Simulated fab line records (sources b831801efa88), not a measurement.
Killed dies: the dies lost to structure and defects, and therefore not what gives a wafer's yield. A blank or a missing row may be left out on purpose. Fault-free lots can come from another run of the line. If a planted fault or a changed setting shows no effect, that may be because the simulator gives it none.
fab line records	flow sky130
[record] lots = 11	wafers = 32	last_day = 52
route steps=708 shown METAL2@487 VIA2@516 METAL3@533 PAD_OPEN@708
lots that met no fault: taken from a fault-free run of the same line
start_h: the number of hours between the record's first day and the start of the first shown wafer of the lot	wait_h: hours since the lot's step before	" as in the row above	L1.1+2: a single row standing in for several wafers	- no value present, or no start provided	* or withheld: withheld	< > ~ a bound
route shown NAME@n: NAME is a module with steps in the file, n the number in the route of the first one	usual: mean/standard deviation of fault-free wafers	same: alike in all rows	chamber/n: place in a boat	sites: per-site readings	_std_site: how widely they spread, as a standard deviation	_edge_site: outer sites' mean less inner sites'	radius_mm: for every site, how far away it sits from the centre of the wafer	mask NAME#n: copy n	behind: the tool/chamber that last shaped the wafer	hold: why the lot went on hold/how many hours it stayed there/how the hold came to an end	device: the transistor (n, p or np) that didn't switch	end of line: the same wafers' tests at the end of the route	a step with no rows: only its recipe	killed: at the first sort, the dies lost to defects and structure; wafer yield is something else	map: dies across one wafer; x = killed, . = not, _ = none there
set.NAME: the setting that was run; set.NAME@STEP: the one run at that earlier step	model.NAME: the simulator's own value behind a step, which no gauge read
the route's steps for a sample of lots (tables are steps, rows are wafers)
services: when a tool's chamber went out of use (start_h, in hours from the record's first day, below 0 if earlier), for how many hours, and the reason
[[steps]]
[step SKY_METAL2_SPUTTER_04]
[recipe] material = TiN	target_thk_nm = 70	power_w = 6500	time_s = 58.3	chamber_pressure_pa = 0.4
[usual] throttle_valve_pct = 29.5/0.98
lot.wafer	tool	chamber	start_h	wait_h	throttle_valve_pct
L710.1	pvd_sputter-02	-	832.88	0.0	29.6
L710.3	"	-	"	"	30.7
L710.5	"	-	"	"	29.8
L714.2	pvd_sputter-02	-	852.23	0.0	28.5
L714.4	"	-	"	"	29.8
L714.6	"	-	"	"	30.7
L715.1	pvd_sputter-01	-	855.50	0.0	30.0
L715.2	"	-	"	"	28.4
L715.3	"	-	"	"	28.8
L719.2	pvd_sputter-01	-	856.45	0.0	28.7
L719.4	"	-	"	"	29.3
L719.6	"	-	"	"	28.0
L718.1	pvd_sputter-02	-	856.80	0.0	30.2
L718.4	"	-	"	"	28.7
L718.5	"	-	"	"	30.3
L717.2	pvd_sputter-04	-	857.08	0.0	29.7
L717.4	"	-	"	"	32.8
L717.6	"	-	"	"	29.6
L724.2	pvd_sputter-04	-	985.69	0.0	29.0
L724.4	"	-	"	"	29.5
L724.5	"	-	"	"	29.5
L725.3	pvd_sputter-02	-	997.94	0.0	30.6
L725.4	"	-	"	"	30.2
L725.5	"	-	"	"	29.5
L727.3	pvd_sputter-01	-	1001.71	0.0	28.7
L727.4	"	-	"	"	29.7
L730.1	pvd_sputter-04	-	1002.41	0.0	29.1
L730.3	"	-	"	"	32.8
L730.5	"	-	"	"	29.6
L731.4	pvd_sputter-01	-	1005.92	0.0	29.2
L731.5	"	-	"	"	28.7
L731.6	"	-	"	"	28.4
[step SKY_VIA2_EXPOSE_09]
[recipe] mask_id = VIM2	na = 0.8	source_shape = annular	sigma_inner = 0.55	sigma_outer = 0.85	target_cd_nm = 200	dose_mj = 38
lot.wafer	tool	chamber	start_h	wait_h	mask
L710.1+3+5	krf_scanner-01	0	874.10	-	VIM2#0
L714.2+4+6	krf_scanner-01	0	894.69	-	VIM2#0
L715.1+2+3	krf_scanner-01	0	897.37	-	VIM2#0
L719.2+4+6	krf_scanner-01	0	898.62	-	VIM2#0
L718.1+4+5	krf_scanner-01	0	898.90	-	VIM2#0
L717.2+4+6	krf_scanner-02	0	900.02	-	VIM2#0
L724.2+4+5	krf_scanner-01	0	1025.62	-	VIM2#0
L725.3+4+5	krf_scanner-01	0	1036.46	-	VIM2#0
L727.3+4	krf_scanner-01	0	1041.49	-	VIM2#0
L730.1+3+5	krf_scanner-02	0	1041.92	-	VIM2#0
L731.4+5+6	krf_scanner-02	0	1044.38	-	VIM2#0
[step SKY_VIA2_CD_MEAS_12]
[recipe] target_cd_nm = 200
[usual] cd_nm = 200.2/1.3
lot.wafer	tool	chamber	start_h	wait_h	hold	cd_nm
L710.1	cd_sem-01	-	888.02	-	-	198.7
L710.3	"	-	"	"	-	199.8
L710.5	"	-	"	"	-	199.4
L714.2	cd_sem-02	-	907.44	-	-	202.0
L714.4	"	-	"	"	-	203.8
L714.6	"	-	"	"	-	202.8
L715.1	cd_sem-01	-	910.10	-	-	201.4
L715.2	"	-	"	"	-	200.5
L715.3	"	-	"	"	-	200.0
L719.2	cd_sem-02	-	911.54	-	-	200.6
L719.4	"	-	"	"	-	200.8
L719.6	"	-	"	"	-	200.6
L718.1	cd_sem-02	-	911.87	-	-	199.6
L718.4	"	-	"	"	-	201.5
L718.5	"	-	"	"	-	199.7
L717.2	cd_sem-02	-	913.02	-	-	201.3
L717.4	"	-	"	"	-	199.1
L717.6	"	-	"	"	-	200.8
L724.2	cd_sem-01	-	1036.79	-	-	202.1
L724.4	"	-	"	"	-	202.5
L724.5	"	-	"	"	-	202.4
L725.3	cd_sem-01	-	1048.64	-	await_dispo/0.2h/release	200.6
L725.4	"	-	"	"	await_dispo/0.2h/release	166.2
L725.5	"	-	"	"	await_dispo/0.2h/release	201.4
L725.3	cd_sem-01	-	1048.92	0.3	-	200.6
L725.4	"	-	"	"	-	165.8
L725.5	"	-	"	"	-	201.3
L727.3	cd_sem-02	-	1053.26	-	await_dispo/0.2h/release	199.5
L727.4	"	-	"	"	await_dispo/0.2h/release	164.9
L727.3	cd_sem-02	-	1053.55	0.3	-	199.5
L727.4	"	-	"	"	-	164.6
L730.1	cd_sem-01	-	1053.90	-	-	199.0
L730.3	"	-	"	"	-	199.1
L730.5	"	-	"	"	-	199.4
L731.4	cd_sem-01	-	1055.78	-	-	200.9
L731.5	"	-	"	"	-	202.0
L731.6	"	-	"	"	-	201.1
[step SKY_VIA2_STRIP_16]
[recipe] chemistry = O2/N2	power_w = 1400	pressure_mtorr = 1500	platen_temp_c = withheld	o2_flow_sccm = 3000	n2_flow_sccm = 300	overash_fraction = 0.5
[usual] drypump_motor_current_A = 5.82/0.073	n2_flow_sccm = 300.1/1.1	oes_product_au = 0.399/0.0047	strip_time_to_endpoint_s = 4.06/0.034
[same] overash_fraction = 0.5
lot.wafer	tool	chamber	start_h	wait_h	drypump_motor_current_A	n2_flow_sccm	oes_product_au	rf_hours_counter_h	strip_time_to_endpoint_s
L710.1	plasma_asher-01	0	888.28	0.0	5.93	298.3	0.395	46	4.01
L710.3	"	0	"	"	5.94	300.2	0.398	-	4.04
L710.5	"	0	"	"	5.92	298.3	0.404	-	4.06
L714.2	plasma_asher-04	0	907.68	0.0	5.80	300.9	0.397	77	4.04
L714.4	"	0	"	"	5.78	300.8	0.396	-	4.06
L714.6	"	0	"	"	5.78	301.4	0.397	-	4.02
L715.1	plasma_asher-01	0	910.36	0.0	5.93	298.8	0.400	49	4.06
L715.2	"	1	"	"	5.77	301.5	0.397	49	4.01
L715.3	"	0	"	"	5.92	300.1	0.402	-	4.04
L719.2	plasma_asher-04	1	911.78	0.0	5.82	299.3	0.390	77	4.00
L719.4	"	0	"	"	5.80	299.2	0.401	-	4.07
L719.6	"	0	"	"	5.80	300.7	0.395	-	4.05
L718.1	plasma_asher-01	0	912.13	0.0	5.93	301.9	0.394	49	4.07
L718.4	"	1	"	"	5.76	299.9	0.402	-	4.10
L718.5	"	0	"	"	5.94	301.5	0.401	-	4.12
L717.2	plasma_asher-01	0	913.26	0.0	5.93	300.7	0.404	49	4.06
L717.4	"	1	"	"	5.75	298.7	0.400	-	4.08
L717.6	"	1	"	"	5.73	299.0	0.397	-	4.07
L724.2	plasma_asher-04	1	1037.03	0.0	5.81	300.0	0.394	93	3.98
L724.4	"	1	"	"	5.77	300.0	0.393	-	4.03
L724.5	"	1	"	"	5.84	298.0	0.393	-	4.03
L730.1	plasma_asher-04	1	1054.16	0.0	5.75	298.9	0.403	95	4.10
L730.3	"	0	"	"	5.83	299.2	0.396	-	4.09
L730.5	"	1	"	"	5.80	300.0	0.404	-	4.08
L727.3	plasma_asher-01	0	1055.93	0.1	5.94	299.6	0.406	-	4.06
L727.4	"	1	"	"	5.78	301.2	0.398	-	4.07
L731.4	plasma_asher-04	0	1056.02	0.0	5.79	299.1	0.399	-	4.06
L731.5	"	1	"	"	5.82	300.6	0.400	-	4.02
L731.6	"	0	"	"	5.81	299.2	0.407	-	4.04
L725.3	plasma_asher-01	0	1057.74	0.1	5.92	299.3	0.396	-	3.98
L725.4	"	1	"	"	5.76	301.7	0.398	-	4.00
L725.5	"	0	"	"	5.90	298.6	0.392	-	4.02
[step SKY_METAL3_SPUTTER_01]
[recipe] material = TiN	target_thk_nm = 20	power_w = 6500	time_s = 16.7	chamber_pressure_pa = 0.4
[usual] throttle_valve_pct = 29.4/0.86
lot.wafer	tool	chamber	start_h	wait_h	throttle_valve_pct
L710.1	pvd_sputter-01	-	889.60	0.0	28.2
L710.3	"	-	"	"	29.2
L710.5	"	-	"	"	29.0
L714.2	pvd_sputter-01	-	908.98	0.0	28.8
L714.4	"	-	"	"	28.4
L714.6	"	-	"	"	29.3
L715.1	pvd_sputter-01	-	911.66	0.0	29.8
L715.2	"	-	"	"	28.4
L715.3	"	-	"	"	28.7
L719.2	pvd_sputter-02	-	913.08	0.0	31.1
L719.4	"	-	"	"	28.6
L719.6	"	-	"	"	29.8
L718.1	pvd_sputter-01	-	913.42	0.0	28.8
L718.4	"	-	"	"	28.1
L718.5	"	-	"	"	28.1
L717.2	pvd_sputter-01	-	914.57	0.0	29.9
L717.4	"	-	"	"	29.0
L717.6	"	-	"	"	30.0
L724.2	pvd_sputter-02	-	1038.38	0.0	29.7
L724.4	"	-	"	"	30.4
L724.5	"	-	"	"	28.5
L730.1	pvd_sputter-01	-	1055.44	0.0	28.0
L730.3	"	-	"	"	28.7
L730.5	"	-	"	"	29.9
L731.4	pvd_sputter-01	-	1057.27	0.0	28.5
L731.5	"	-	"	"	28.2
L731.6	"	-	"	"	29.3
L727.3	pvd_sputter-03	-	1057.61	0.0	30.6
L727.4	"	-	"	"	28.3
L725.3	pvd_sputter-02	-	1059.04	0.0	28.3
L725.4	"	-	"	"	30.1
L725.5	"	-	"	"	30.7
[step SKY_PAD_OPEN_PROBE_99]
[usual] defect_limited_yield = 82.5/1.8	killed_at_M0_to_M3 = 45/6.3	killed_at_M4_up = 2.8/1.6	killed_at_contacts = 24/5.1	killed_at_front_end = 14/4.4	killed_at_other = 0.4/0.73	killed_dies = 86/9	killed_on_rim = 17/3.8	killed_open = 47/7.8	killed_short = 39/6.6	sort_bin_3_pad_short = 0.8/0.42	sort_bin_5_function = 10.3/1.4	sort_bin_6_memory = 6.3/1.2	sort_n_pass = 406/9	sort_yield_pct = 82.5/1.8
[same] gross_dies = 492	killed_at_back_side = 0	sort_bin_4_leakage[%] = 0	sort_bin_8_speed[%] = 0
lot.wafer	tool	chamber	start_h	wait_h	hold	defect_limited_yield[%]	killed_at_M0_to_M3	killed_at_M4_up	killed_at_contacts	killed_at_front_end	killed_at_other	killed_dies	killed_on_rim	killed_open	killed_short	sort_bin_3_pad_short[%]	sort_bin_5_function[%]	sort_bin_6_memory[%]	sort_n_pass	sort_yield_pct[%]
L714.2	prober-02	-	1135.87	0.1	-	82.5	47	1	26	11	1	86	24	48	37	0.8	11.0	5.7	406	82.5
L714.4	prober-02	-	1135.97	0.2	-	83.3	39	3	26	14	0	82	21	33	49	1.8	8.9	5.9	410	83.3
L714.6	prober-02	-	1136.07	0.2	-	81.5	46	3	31	11	0	91	23	54	37	0.8	8.5	9.1	401	81.5
L715.1	prober-02	-	1138.10	0.1	-	81.7	47	3	25	15	0	90	17	45	45	1.6	10.6	6.1	402	81.7
L715.2	prober-02	-	1138.15	0.1	-	80.9	48	4	25	17	0	94	22	43	51	1.6	8.7	8.7	398	80.9
L715.3	prober-02	-	1138.20	0.2	-	82.1	56	1	24	7	0	88	10	49	39	1.0	11.0	5.9	404	82.1
L718.1	prober-02	-	1139.60	0.1	-	82.1	40	6	20	22	0	88	17	43	45	0.8	10.6	6.5	404	82.1
L718.4	prober-02	-	1139.75	0.2	-	81.1	48	1	27	17	0	93	17	53	40	1.0	11.8	6.1	399	81.1
L718.5	prober-02	-	1139.80	0.2	-	81.5	52	3	21	13	2	91	17	60	31	0.8	12.2	5.5	401	81.5
L719.2	prober-01	-	1139.65	0.1	-	83.9	45	2	24	8	0	79	16	45	34	0.8	10.4	4.9	413	83.9
L719.4	prober-01	-	1139.75	0.2	-	81.7	47	4	24	15	0	90	13	43	45	0.4	11.2	6.7	402	81.7
L719.6	prober-01	-	1139.85	0.2	-	81.5	51	3	26	11	0	91	25	50	40	1.2	11.4	5.9	401	81.5
L717.2	prober-01	-	1139.95	0.3	-	81.1	46	3	28	16	0	93	22	58	35	1.0	9.1	8.7	399	81.1
L717.4	prober-01	-	1140.05	0.4	-	78.5	47	2	34	23	0	106	25	73	32	0.6	12.4	8.5	386	78.5
L717.6	prober-01	-	1140.15	0.5	-	85.4	39	2	20	11	0	72	14	35	37	0.6	8.1	5.9	420	85.4
L724.2	prober-01	-	1229.08	0.1	-	82.3	47	2	23	13	2	87	15	59	28	1.2	11.4	5.1	405	82.3
L724.4	prober-01	-	1229.18	0.2	-	81.9	47	0	20	21	1	89	14	47	42	1.0	10.6	6.5	403	81.9
L724.5	prober-01	-	1229.23	0.2	-	81.7	43	4	28	15	0	90	20	55	35	0.8	10.2	7.3	402	81.7
L725.3	prober-02	-	1235.93	0.2	await_dispo/5.9h/release	82.7	50	3	22	9	1	85	19	51	33	0.2	10.0	7.1	407	82.7
L725.4	prober-02	-	1235.98	0.2	await_dispo/5.9h/release	70.1	92	5	29	16	5	147	53	62	43	0.8	20.9	8.1	345	70.1
L725.5	prober-02	-	1236.03	0.2	await_dispo/5.9h/release	83.7	36	0	27	17	0	80	14	54	26	0.2	11.8	4.3	412	83.7
L727.3	prober-02	-	1239.49	0.2	await_dispo/9.2h/release	85.4	47	3	12	10	0	72	12	36	36	1.0	8.7	4.9	420	85.4
L727.4	prober-02	-	1239.54	0.2	await_dispo/9.2h/release	62.0	149	3	25	9	1	187	66	48	37	0.8	32.1	5.1	305	62.0
L730.1	prober-01	-	1239.93	0.1	-	81.9	43	1	31	14	0	89	19	58	31	0.6	12.4	5.1	403	81.9
L730.3	prober-01	-	1240.03	0.2	-	84.3	43	2	18	14	0	77	13	44	33	0.8	8.3	6.5	415	84.3
L730.5	prober-01	-	1240.13	0.2	-	78.3	50	4	40	13	0	107	20	68	39	0.4	14.0	7.3	385	78.3
// killed by level:class
L714.2 VIA1:geometric_particle:open=13 VIA3:geometric_particle:open=8 CONTACT:geometric_particle:open=8 LOCAL_INTERCONNECT:geometric_particle:short=5 CONTACT:geometric_particle:short=5 METAL2:geometric_particle:short=5 VIA3:geometric_particle:short=5 LI_CONTACT:geometric_particle:short=4
L714.4 VIA2:geometric_particle:open=8 CONTACT:geometric_particle:short=8 LOCAL_INTERCONNECT:geometric_particle:short=7 METAL1:geometric_particle:short=7 VIA3:geometric_particle:open=7 FIELD_ISO:geometric_particle:short=5 LI_CONTACT:geometric_particle:short=5 VIA1:geometric_particle:short=5
L714.6 CONTACT:geometric_particle:open=13 LI_CONTACT:geometric_particle:open=11 VIA1:geometric_particle:open=9 METAL3:geometric_particle:short=7 METAL2:geometric_particle:short=6 VIA3:geometric_particle:open=6 POLY_GATE:geometric_particle:short=5 VIA1:geometric_particle:short=5
L715.1 VIA1:geometric_particle:open=11 METAL1:geometric_particle:short=9 CONTACT:geometric_particle:open=8 LOCAL_INTERCONNECT:geometric_particle:short=7 METAL2:geometric_particle:short=7 VIA3:geometric_particle:open=6 LI_CONTACT:geometric_particle:open=6 FIELD_ISO:geometric_particle:short=5
L715.2 VIA3:geometric_particle:open=11 METAL1:geometric_particle:short=9 LOCAL_INTERCONNECT:geometric_particle:short=7 VIA3:geometric_particle:short=7 LI_CONTACT:geometric_particle:open=6 CONTACT:geometric_particle:open=6 VIA2:geometric_particle:short=6 CONTACT:geometric_particle:short=5
L715.3 VIA1:geometric_particle:open=16 CONTACT:geometric_particle:open=9 METAL1:geometric_particle:short=7 VIA2:geometric_particle:open=6 VIA1:geometric_particle:short=6 VIA3:geometric_particle:short=6 METAL2:geometric_particle:short=5 CONTACT:geometric_particle:short=4
L718.1 VIA1:geometric_particle:open=9 FIELD_ISO:geometric_particle:short=7 LI_CONTACT:geometric_particle:open=7 METAL1:geometric_particle:short=7 CONTACT:geometric_particle:open=6 METAL2:geometric_particle:short=5 VIA2:geometric_particle:short=5 VIA2:geometric_particle:open=4
L719.2 VIA1:geometric_particle:open=11 LI_CONTACT:geometric_particle:open=7 VIA2:geometric_particle:open=7 METAL1:geometric_particle:short=7 CONTACT:geometric_particle:open=6 LOCAL_INTERCONNECT:geometric_particle:short=5 VIA3:geometric_particle:open=5 CONTACT:geometric_particle:short=4
L718.4 VIA2:geometric_particle:open=12 VIA1:geometric_particle:open=12 CONTACT:geometric_particle:open=7 FIELD_ISO:geometric_particle:short=5 FIELD_ISO:geometric_particle:open=5 CONTACT:geometric_particle:short=5 LI_CONTACT:geometric_particle:short=5 LI_CONTACT:geometric_particle:open=5
L719.4 VIA2:geometric_particle:open=12 METAL1:geometric_particle:short=9 LOCAL_INTERCONNECT:geometric_particle:short=7 VIA3:geometric_particle:open=7 CONTACT:geometric_particle:open=6 METAL2:geometric_particle:short=6 LI_CONTACT:geometric_particle:open=5 FIELD_ISO:geometric_particle:open=4
L718.5 VIA1:geometric_particle:open=14 VIA2:geometric_particle:open=13 VIA3:geometric_particle:open=7 LI_CONTACT:geometric_particle:open=6 FIELD_ISO:geometric_particle:open=5 POLY_GATE:geometric_particle:open=5 VIA1:geometric_particle:short=5 LOCAL_INTERCONNECT:geometric_particle:short=5
L719.6 VIA2:geometric_particle:open=11 CONTACT:geometric_particle:open=8 VIA1:geometric_particle:open=8 LI_CONTACT:geometric_particle:open=6 VIA3:geometric_particle:short=6 VIA3:geometric_particle:open=6 POLY_GATE:geometric_particle:short=5 LOCAL_INTERCONNECT:geometric_particle:short=5
L717.2 VIA1:geometric_particle:open=13 LI_CONTACT:geometric_particle:open=9 FIELD_ISO:geometric_particle:open=8 CONTACT:geometric_particle:open=8 VIA2:geometric_particle:open=8 CONTACT:geometric_particle:short=6 METAL2:geometric_particle:short=6 VIA3:geometric_particle:short=5
L717.4 VIA1:geometric_particle:open=15 FIELD_ISO:geometric_particle:open=12 CONTACT:geometric_particle:open=12 VIA2:geometric_particle:open=9 LI_CONTACT:geometric_particle:open=7 VIA3:geometric_particle:open=7 LI_CONTACT:geometric_particle:short=6 POLY_GATE:geometric_particle:short=4
L717.6 VIA1:geometric_particle:open=8 METAL2:geometric_particle:short=7 POLY_GATE:geometric_particle:short=6 VIA3:geometric_particle:open=5 LOCAL_INTERCONNECT:geometric_particle:short=5 CONTACT:geometric_particle:open=5 VIA1:geometric_particle:short=5 VIA2:geometric_particle:open=5
L724.2 CONTACT:geometric_particle:open=12 VIA2:geometric_particle:open=12 VIA1:geometric_particle:open=11 VIA3:geometric_particle:open=10 LI_CONTACT:geometric_particle:open=6 METAL1:geometric_particle:short=5 FIELD_ISO:geometric_particle:open=4 FIELD_ISO:geometric_particle:short=3
L724.4 VIA1:geometric_particle:open=11 VIA3:geometric_particle:open=9 POLY_GATE:geometric_particle:short=7 CONTACT:geometric_particle:open=7 VIA1:geometric_particle:short=6 LOCAL_INTERCONNECT:geometric_particle:short=4 CONTACT:geometric_particle:short=4 METAL1:geometric_particle:short=4
L724.5 CONTACT:geometric_particle:open=13 VIA1:geometric_particle:open=10 VIA2:geometric_particle:open=9 LI_CONTACT:geometric_particle:open=6 CONTACT:geometric_particle:short=5 VIA1:geometric_particle:short=5 VIA3:geometric_particle:open=5 POLY_GATE:geometric_particle:short=3
L725.3 VIA1:geometric_particle:open=15 VIA3:geometric_particle:open=10 CONTACT:geometric_particle:open=8 METAL2:geometric_particle:short=7 LOCAL_INTERCONNECT:geometric_particle:short=5 METAL1:geometric_particle:short=5 VIA2:geometric_particle:open=5 FIELD_ISO:geometric_particle:open=4
L725.4 VIA2:area_expose=39 VIA1:geometric_particle:open=11 VIA2:geometric_particle:open=11 LI_CONTACT:geometric_particle:open=10 CONTACT:geometric_particle:open=9 VIA3:geometric_particle:open=6 VIA3:geometric_particle:short=6 LOCAL_INTERCONNECT:geometric_particle:short=5
L725.5 VIA1:geometric_particle:open=10 CONTACT:geometric_particle:open=9 VIA3:geometric_particle:open=7 LI_CONTACT:geometric_particle:open=7 POLY_GATE:geometric_particle:open=6 LOCAL_INTERCONNECT:geometric_particle:short=5 VIA1:geometric_particle:short=5 POLY_CUT:geometric_particle:open=4
L727.3 VIA3:geometric_particle:open=11 VIA2:geometric_particle:open=7 VIA1:geometric_particle:open=6 METAL2:geometric_particle:short=5 METAL1:geometric_particle:short=5 VIA3:geometric_particle:short=5 FIELD_ISO:geometric_particle:short=4 CONTACT:geometric_particle:open=4
L727.4 VIA2:area_expose=101 VIA1:geometric_particle:open=10 LI_CONTACT:geometric_particle:open=9 METAL2:geometric_particle:short=7 VIA3:geometric_particle:open=7 VIA1:geometric_particle:short=6 VIA2:geometric_particle:open=6 LOCAL_INTERCONNECT:geometric_particle:short=4
L730.1 LI_CONTACT:geometric_particle:open=14 CONTACT:geometric_particle:open=11 VIA1:geometric_particle:open=11 VIA2:geometric_particle:open=10 VIA1:geometric_particle:short=7 SPACER:geometric_particle:short=4 POLY_GATE:geometric_particle:short=3 CONTACT:geometric_particle:short=3
L730.3 VIA1:geometric_particle:open=10 POLY_GATE:geometric_particle:short=7 VIA2:geometric_particle:open=7 LI_CONTACT:geometric_particle:open=7 CONTACT:geometric_particle:open=6 METAL1:geometric_particle:short=5 VIA1:geometric_particle:short=5 VIA3:geometric_particle:open=5
L730.5 CONTACT:geometric_particle:open=17 LI_CONTACT:geometric_particle:open=10 VIA1:geometric_particle:open=9 VIA2:geometric_particle:open=8 FIELD_ISO:geometric_particle:open=7 METAL2:geometric_particle:short=7 VIA1:geometric_particle:short=5 CONTACT:geometric_particle:short=5
[[services]]
tool	chamber	start_h	hours	kind
krf_scanner-02	-	820.49	7.2	repair
krf_scanner-02	-	867.07	1.0	pm
krf_scanner-01	-	881.08	1.0	repair
krf_scanner-01	-	903.39	1.3	pm
krf_scanner-02	-	916.88	0.8	pm
pvd_sputter-02	-	937.61	0.6	repair
pvd_sputter-04	-	938.79	2.2	repair
krf_scanner-01	-	951.48	11.6	pm
krf_scanner-02	-	963.03	1.3	pm
krf_scanner-01	-	964.44	1.0	pm
krf_scanner-01	-	965.44	0.8	pm
krf_scanner-01	-	966.19	3.6	pm
krf_scanner-02	-	974.22	6.2	repair
plasma_asher-01	-	977.38	12.5	repair
pvd_sputter-02	-	980.89	4.8	repair
pvd_sputter-01	-	990.40	2.7	repair
plasma_asher-04	-	1002.74	1.3	repair
krf_scanner-02	-	1003.08	0.4	repair
pvd_sputter-02	-	1016.92	1.2	repair
plasma_asher-01	-	1021.66	14.6	pm
krf_scanner-02	-	1023.53	0.2	repair
pvd_sputter-03	-	1033.16	2.4	repair
pvd_sputter-04	-	1035.67	1.0	repair
krf_scanner-02	-	1036.14	1.0	pm
[[key]]
[first_sign] step = SKY_VIA2_CD_MEAS_12	reading = visit	direction = added
[effect] step = SKY_VIA2_CD_MEAS_12	reading = cd_nm	direction = down	sigmas = 27	usual = 200.2	struck = 165.5
[effect] step = SKY_PAD_OPEN_PROBE_99	reading = killed_at_M0_to_M3	direction = up	sigmas = 12	usual = 45	struck = 120
[more_kills_born_at] SKY_VIA2_EXPOSE_09@krf_scanner-01 = 140
met_at SKY_VIA2_EXPOSE_09
struck_lots L725,L727
struck_wafers L725.4,L727.4
not_acting_at SKY_METAL2_SPUTTER_04,SKY_VIA2_STRIP_16,SKY_METAL3_SPUTTER_01
onset_between 1025.62 1036.46
[fault] kind = process_parameter_drift	tool = krf_scanner-01	chamber = -	onset_h = 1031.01	steps = SKY_VIA2_EXPOSE_09	channel = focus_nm	offset = 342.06	shape = step	end_h = 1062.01	scope = struck_wafers_only
